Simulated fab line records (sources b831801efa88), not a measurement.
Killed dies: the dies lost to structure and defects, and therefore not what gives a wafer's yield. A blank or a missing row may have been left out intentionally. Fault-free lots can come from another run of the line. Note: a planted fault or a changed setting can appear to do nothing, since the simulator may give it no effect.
Matching of chambers -- flow sky130 -- SKY_VIA1_CMP_02 on cmp-01: 4 sister chambers
The step polishes SiO2. 16 wafers are shown with their chamber, then 8 later ones without.

WAFERS PAIRED WITH THEIR CHAMBERS
wafer,chamber,motor_current_A (A)
L886.1,2,10.7
L886.5,3,11.3
L886.6,2,10.7
L887.2,1,11.3
L887.3,0,13.5
L887.4,2,10.7
L888.3,0,13.6
L888.4,3,11.4
L888.6,0,12.7
L891.1,0,13.6
L891.3,3,11.2
L891.5,0,13.9
L890.1,1,11.2
L890.3,3,11.2
L890.6,1,10.8
L889.1,1,11.6

SIGNATURES, as means of the wafers listed above
reading,chamber 0,chamber 1,chamber 2,chamber 3,scatter within a chamber
motor_current_A,13.460,11.225,10.700,11.275,0.312
Rule: for a wafer and a chamber, the distance is found by dividing, reading by reading, the gap between the wafer's reading and the chamber's mean by the reading's scatter, squaring, summing and taking the root. The wafer belongs to the nearest chamber; if the next one is less than 2 further off, it can't be placed. The scatter: the root of (the sum of the squares of (reading less its chamber's mean) over the shown wafers, divided by (wafers less chambers)).

WAFERS WITHOUT THEIR CHAMBER
wafer,motor_current_A (A)
L889.4,13.7
L889.6,10.4
L897.1,11.1
L897.5,11.1
L897.6,13.5
L905.2,10.2
L905.4,10.9
L905.6,13.3

EACH ONE'S CHAMBER
wafer,from the rows above,in truth
L889.4,0,0
L889.6,can't be placed: 2 or 1 or 3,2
L897.1,can't be placed: 1 or 3 or 2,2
L897.5,can't be placed: 1 or 3 or 2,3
L897.6,0,0
L905.2,can't be placed: 2 or 1 or 3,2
L905.4,can't be placed: 2 or 1 or 3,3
L905.6,0,0
3 of 8 placed correctly. From these rows, 5 cannot be placed; in 5 the true chamber is one of the candidates. 0 placed wrongly.
